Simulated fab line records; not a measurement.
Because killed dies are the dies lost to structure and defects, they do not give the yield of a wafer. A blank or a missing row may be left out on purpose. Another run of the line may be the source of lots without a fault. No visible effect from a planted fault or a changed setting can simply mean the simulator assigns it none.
What tool caused it? -- flow sky130 -- Sampling: 12 lots, 36 wafers, 5 of 708 route steps

## WHAT EACH GAUGE READ, for each wafer
SKY_FIELD_ISO_THK_MEAS_02. Usual: FIELD_ISO_OXIDATION_00_THK 12.10 nm, standard deviation 0.25.
lot,measured,on,FIELD_ISO_OXIDATION_00_THK (nm),flag
L164,day 1 12:44,film metro-03,11.91 11.88 11.99,
L165,day 1 17:51,film metro-04,12.11 12.06 12.00,
L167,day 2 05:31,film metro-04,12.28 12.21 12.08,
L171,day 2 23:33,film metro-01,12.37 12.61 12.50,
L172,day 3 03:38,film metro-03,12.29 12.12 12.49,
L173,day 3 09:13,film metro-03,11.80 11.79 11.65,
L174,day 3 13:38,film metro-04,12.10 12.00 11.89,
L175,day 3 20:49,film metro-01,11.83 12.05 11.85,
L176,day 3 23:50,film metro-04,12.13 12.21 12.10,
L177,day 4 05:17,film metro-01,12.31 12.34 12.30,
L178,day 4 09:52,film metro-01,12.04 12.37 12.13,
L187,day 6 08:02,film metro-01,11.58 11.79 11.60,

SKY_FIELD_ISO_CD_MEAS_13: target cd 150 nm. Usual: cd nm at 149.9 nm, with a standard deviation of 1.2.
lot,measured,on,cd nm (nm),flag
L164,day 2 05:35,cd sem-02,148.1 149.1 148.5,
L165,day 2 09:59,cd sem-01,150.4 150.8 150.0,
L167,day 2 23:49,cd sem-01,148.4 150.0 147.4,
L171,day 3 18:14,cd sem-02,150.7 149.9 151.7,
L172,day 3 21:56,cd sem-02,150.2 150.9 149.9,
L173,day 4 02:50,cd sem-02,148.8 149.7 148.3,
L174,day 4 09:07,cd sem-01,149.2 151.2 149.0,
L175,day 4 15:52,cd sem-01,149.6 149.8 151.7,
L176,day 4 19:23,cd sem-02,148.2 148.3 147.9,
L177,day 5 02:34,cd sem-02,150.3 148.3 149.5,
L178,day 5 05:50,cd sem-02,150.6 149.2 149.6,
L187,day 7 07:05,cd sem-02,151.1 151.1 150.4,

SKY_SONOS_ONO_THK_MEAS_05. Usual: SONOS_ONO_CVD_04_THK 5.76 nm, standard deviation 0.092.
lot,measured,on,SONOS_ONO_CVD_04_THK (nm),flag
L164,day 11 19:15,film metro-03,5.88 5.86 5.85,
L165,day 11 21:54,film metro-01,5.72 5.80 5.73,
L167,day 12 22:17,film metro-03,5.82 5.80 5.91,
L171,day 14 07:40,film metro-01,5.90 5.85 5.82,
L172,day 14 14:39,film metro-04,5.66 5.63 5.65,
L173,day 14 14:39,film metro-03,5.66 5.76 5.73,
L174,day 15 04:08,film metro-01,5.81 5.68 5.77,
L175,day 15 12:47,film metro-03,5.75 5.85 5.78,
L176,day 16 00:10,film metro-01,5.75 5.81 5.89,
L177,day 16 09:43,film metro-01,6.99 6.94 6.80,OFF
L178,day 16 10:57,film metro-03,6.76 6.30 5.90,OFF
L187,day 19 08:43,film metro-03,5.63 5.81 5.76,

SKY_SPACER_THK_MEAS_01. Usual: SPACER_CVD_00_THK 42.7 nm, standard deviation 0.51.
lot,measured,on,SPACER_CVD_00_THK (nm),flag
L164,day 23 07:26,film metro-02,43.3 43.4 43.1,
L165,day 23 10:00,film metro-01,42.8 42.8 42.8,
L167,day 24 19:05,film metro-02,43.2 43.0 43.1,
L171,day 26 13:16,film metro-02,42.5 42.4 42.7,
L172,day 27 00:35,film metro-02,42.5 42.5 42.5,
L173,day 26 22:01,film metro-04,42.0 41.6 41.7,
L174,day 27 06:43,film metro-04,42.1 42.2 42.0,
L175,day 27 15:28,film metro-04,42.5 42.1 42.5,
L176,day 28 01:05,film metro-02,42.6 42.3 42.5,
L177,day 28 20:41,film metro-04,42.8 43.0 43.2,
L178,day 28 20:37,film metro-04,42.2 42.0 42.5,
L187,day 31 01:04,film metro-01,42.6 42.6 42.9,

## EACH LOT AND THE TOOL THAT RAN IT (in order: tool; ch and the chambers of the sampled wafers; start)
lot,SKY_SONOS_ONO_CVD_04
L164,"lpcvd-03 ch 1, day 11 17:59"
L165,"lpcvd-03 ch 1, day 11 20:38"
L167,"lpcvd-03 ch 1, day 12 21:02"
L171,"lpcvd-03 ch 1, day 14 06:25"
L172,"lpcvd-03 ch 1, day 14 13:24"
L173,"lpcvd-03 ch 0, day 14 13:24"
L174,"lpcvd-03 ch 0, day 15 02:53"
L175,"lpcvd-03 ch 0, day 15 11:32"
L176,"lpcvd-03 ch 1, day 15 22:55"
L177,"lpcvd-03 ch 1, day 16 08:27"
L178,"lpcvd-03 ch 1, day 16 09:42"
L187,"lpcvd-03 ch 1, day 19 07:28"
- SKY_SONOS_ONO_CVD_04: deposits SiO2 from SiH4/N2O, target thk 5.7199 nm.

## WHAT THE TOOLS THEMSELVES READ (means of the sampled wafers that have a number; where no wafer has one, the mark that the record gives instead)
SKY_SONOS_ONO_CVD_04. Usual: spike tc bottom C 920.0 C (standard deviation 1.1); spike tc centre C 899.9 C (standard deviation 1.3); spike tc lower C 901.0 C (standard deviation 1.4); susceptor temp C 899.9 C (standard deviation 0.35); zone power bottom pct 30.8 % (standard deviation 0.85); zone power centre pct 18.5 % (standard deviation 0.45); zone power lower pct 17.6 % (standard deviation 0.43).
lot,tool,spike tc bottom C (C),spike tc centre C (C),spike tc lower C (C),susceptor temp C (C),zone power bottom pct (%),zone power centre pct (%),zone power lower pct (%),flag
L164,lpcvd-03,919.6,899.2,901.4,899.8,31.3,18.3,18.2,
L165,lpcvd-03,921.5,899.1,902.1,900.2,31.2,18.2,17.9,
L167,lpcvd-03,920.5,899.9,901.9,899.7,31.3,18.1,17.7,
L171,lpcvd-03,920.5,898.4,901.6,900.3,31.6,18.3,18.0,
L172,lpcvd-03,920.5,899.3,901.2,899.6,31.1,18.4,17.8,
L173,lpcvd-03,919.3,901.9,899.5,900.1,29.7,19.1,17.0,
L174,lpcvd-03,918.0,901.5,899.8,900.3,29.9,19.1,17.0,
L175,lpcvd-03,918.8,900.8,899.0,899.8,30.1,18.9,17.0,
L176,lpcvd-03,921.3,899.3,902.1,900.0,31.5,18.2,17.9,
L177,lpcvd-03,915.5,894.9,933.9,900.2,25.8,12.4,31.1,OFF
L178,lpcvd-03,914.8,895.6,933.2,900.1,25.6,12.5,31.1,OFF
L187,lpcvd-03,921.1,899.3,901.1,899.8,31.4,18.2,18.0,

## THE ANSWER, worked out from the rows above alone
Rule: lot off if the mean of its wafers having a number is beyond 3 standard deviations from the usual mean. Also off: a lot with no number at a reading for which 4 or more lots have one. All remaining lots with rows at the step are treated as sound. After the gauges, taken in route order, come the tools' own readings; for these a lot's mean is taken, as printed above. The first step at which some lot is off is used, and at that step the reading that is off furthest; a lot without a number counts as furthest.
Off: L177, L178, seen at SKY_SONOS_ONO_THK_MEAS_05 (SONOS_ONO_CVD_04_THK).
If a tool, at a process step before that reading, ran all the lots that are off and no sound lot after the first of them, it fits. The gauges at SKY_SONOS_ONO_THK_MEAS_05 aren't tried: what is off there is off at SKY_SONOS_ONO_CVD_04 too, on other tools, and a gauge's error can't cause that. Not one of the candidates tried fits.

## WHAT THE SIMULATOR PUT IN
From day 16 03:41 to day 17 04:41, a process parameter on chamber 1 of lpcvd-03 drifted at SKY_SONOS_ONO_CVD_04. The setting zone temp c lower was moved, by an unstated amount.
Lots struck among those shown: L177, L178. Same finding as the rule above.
